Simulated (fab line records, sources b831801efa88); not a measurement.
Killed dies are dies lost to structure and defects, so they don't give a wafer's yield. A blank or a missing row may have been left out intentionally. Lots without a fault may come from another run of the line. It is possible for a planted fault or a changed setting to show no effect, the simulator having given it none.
The tool behind it: which one?    flow sky130    12 lots with 36 wafers sampled at 4 steps, on a route of 708 steps

== WHAT THE GAUGES READ, wafer by wafer ==
SKY_VT_ADJUST_PCH_OVL_MEAS_07. Usual: VT_ADJUST_PCH_OVL typically reads -0.2 nm, with standard deviation 1.5.
lot   measured      on          VT_ADJUST_PCH_OVL (nm)  flag
L553  day 10 20:57  overlay-01  -1.3 -0.8 -3.1          
L554  day 10 23:46  overlay-01  -1.0 -2.2 -0.8          
L556  day 12 08:15  overlay-01  2.3 1.2 2.1             
L557  day 12 16:45  overlay-02  2.2 1.0 2.0             
L559  day 13 09:04  overlay-01  0.6 1.4 0.1             
L560  day 13 13:55  overlay-02  -2.3 -0.9 -0.1          
L561  day 14 08:04  overlay-01  -0.7 0.3 1.1            
L564  day 15 01:54  overlay-02  1.7 1.6 0.2             
L565  day 15 08:43  overlay-01  -0.4 0.5 0.7            
L567  day 15 13:06  overlay-02  3.9 3.7 4.2             
L566  day 15 14:16  overlay-02  0.0 0.1 -1.2            
L568  day 15 19:30  overlay-01  -1.5 -0.3 -0.4          

SKY_SONOS_ONO_THK_MEAS_05. Usual: SONOS_ONO_CVD_04_THK typically reads 5.87 nm, with standard deviation 0.13.
lot   measured      on             SONOS_ONO_CVD_04_THK (nm)  flag
L553  day 12 03:43  film-metro-01  5.97 5.80 5.98             
L554  day 12 05:54  film-metro-01  5.55 5.63 5.63             
L556  day 13 14:31  film-metro-04  5.77 5.80 5.84             
L557  day 13 23:35  film-metro-03  5.86 5.75 5.84             
L559  day 14 15:32  film-metro-03  5.84 5.89 5.84             
L560  day 14 20:16  film-metro-01  6.10 5.95 6.09             
L561  day 15 16:07  film-metro-01  5.98 5.93 6.09             
L564  day 16 12:02  film-metro-01  5.68 5.67 5.71             
L565  day 16 18:07  film-metro-04  6.03 5.95 5.88             
L567  day 16 21:49  film-metro-04  7.90 7.86 7.84             OFF
L566  day 16 23:13  film-metro-01  7.89 7.82 7.72             OFF
L568  day 17 04:40  film-metro-03  7.71 7.62 7.69             OFF

== TOOL THAT RAN EACH LOT (tool first, then ch and the chambers of the sampled wafers, then the start) ==
lot   SKY_VT_ADJUST_HVTR_STRIP_10           SKY_SONOS_ONO_CVD_04
L553  plasma-asher-04 ch 0,1, day 9 22:19   lpcvd-03 ch 0, day 12 02:27
L554  plasma-asher-04 ch 0,1, day 10 01:21  lpcvd-03 ch 0, day 12 04:39
L556  plasma-asher-01 ch 0,1, day 11 08:07  lpcvd-03 ch 1, day 13 13:16
L557  plasma-asher-02 ch 0,1, day 11 16:53  lpcvd-03 ch 1, day 13 22:19
L559  plasma-asher-02 ch 0,1, day 12 07:55  lpcvd-03 ch 1, day 14 14:16
L560  plasma-asher-04 ch 0,1, day 12 12:49  lpcvd-03 ch 0, day 14 19:01
L561  plasma-asher-02 ch 0,1, day 13 06:52  lpcvd-03 ch 1, day 15 14:50
L564  plasma-asher-01 ch 0,1, day 13 23:40  lpcvd-03 ch 0, day 16 10:46
L565  plasma-asher-04 ch 1, day 14 06:10    lpcvd-03 ch 0, day 16 16:51
L567  plasma-asher-02 ch 1, day 14 09:54    lpcvd-03 ch 1, day 16 20:34
L566  plasma-asher-01 ch 0,1, day 14 11:16  lpcvd-03 ch 1, day 16 21:57
L568  plasma-asher-01 ch 0,1, day 14 15:40  lpcvd-03 ch 1, day 17 03:25
- SKY_VT_ADJUST_HVTR_STRIP_10: strips in O2/N2.
- SKY_SONOS_ONO_CVD_04: deposits SiO2 from SiH4/N2O, target thk 5.7199 nm.

== AS READ BY THE TOOLS THEMSELVES (means over the sampled wafers that have a number; for cases with no such wafer, the mark the record gives instead) ==
SKY_VT_ADJUST_HVTR_STRIP_10. Usual: drypump-motor-current-A 5.97 A, standard deviation 0.24; oes-product-au 0.716 a.u., standard deviation 0.0044; strip-time-to-endpoint-s 14.19 s, standard deviation 0.04.
lot   tool             drypump-motor-current-A (A)  oes-product-au (a.u.)  strip-time-to-endpoint-s (s)  flag
L553  plasma-asher-04  6.07                         0.714                  14.16                         
L554  plasma-asher-04  6.09                         0.711                  14.22                         
L556  plasma-asher-01  6.12                         0.719                  14.20                         
L557  plasma-asher-02  5.69                         0.717                  14.19                         
L559  plasma-asher-02  5.69                         0.716                  14.17                         
L560  plasma-asher-04  6.09                         0.714                  14.11                         
L561  plasma-asher-02  5.70                         0.713                  14.19                         
L564  plasma-asher-01  6.12                         0.719                  14.18                         
L565  plasma-asher-04  6.28                         0.715                  14.18                         
L567  plasma-asher-02  5.59                         0.715                  14.14                         
L566  plasma-asher-01  6.11                         0.710                  14.19                         
L568  plasma-asher-01  6.12                         0.721                  14.19                         

SKY_SONOS_ONO_CVD_04. Usual: zone-power-bottom-pct 27.7 %, standard deviation 0.76.
lot   tool      zone-power-bottom-pct (%)  flag
L553  lpcvd-03  28.3                       
L554  lpcvd-03  28.5                       
L556  lpcvd-03  27.1                       
L557  lpcvd-03  26.9                       
L559  lpcvd-03  26.9                       
L560  lpcvd-03  28.2                       
L561  lpcvd-03  26.8                       
L564  lpcvd-03  28.5                       
L565  lpcvd-03  28.3                       
L567  lpcvd-03  26.9                       
L566  lpcvd-03  27.0                       
L568  lpcvd-03  27.3                       

== THE ANSWER, worked out from the rows above alone ==
Rule: lot off if the mean of its wafers having a number is beyond 3 standard deviations from the usual mean. Also off: a lot with no number at a reading for which 4 or more lots have one. Any other lot the step has rows for is counted as sound. First the gauges in route order, then the tools' own readings, where a lot's mean is used as printed above. The first step at which some lot is off is used, and at that step the reading that is off furthest; a lot without a number counts as furthest.
Off: L567, L566, L568, at SKY_SONOS_ONO_THK_MEAS_05 (SONOS_ONO_CVD_04_THK).
A tool fits if, at a process step before that reading, it ran every lot that is off, and no sound lot after the first of them. The gauges at SKY_SONOS_ONO_THK_MEAS_05 are tried like those tools. One candidate fits, namely lpcvd-03 at SKY_SONOS_ONO_CVD_04. Its last sound lot is L565 (day 16 16:51), its first lot that is off L567 (day 16 20:34): a fault that began between those two fits.

== WHAT HAD BEEN PUT IN BY THE SIMULATOR ==
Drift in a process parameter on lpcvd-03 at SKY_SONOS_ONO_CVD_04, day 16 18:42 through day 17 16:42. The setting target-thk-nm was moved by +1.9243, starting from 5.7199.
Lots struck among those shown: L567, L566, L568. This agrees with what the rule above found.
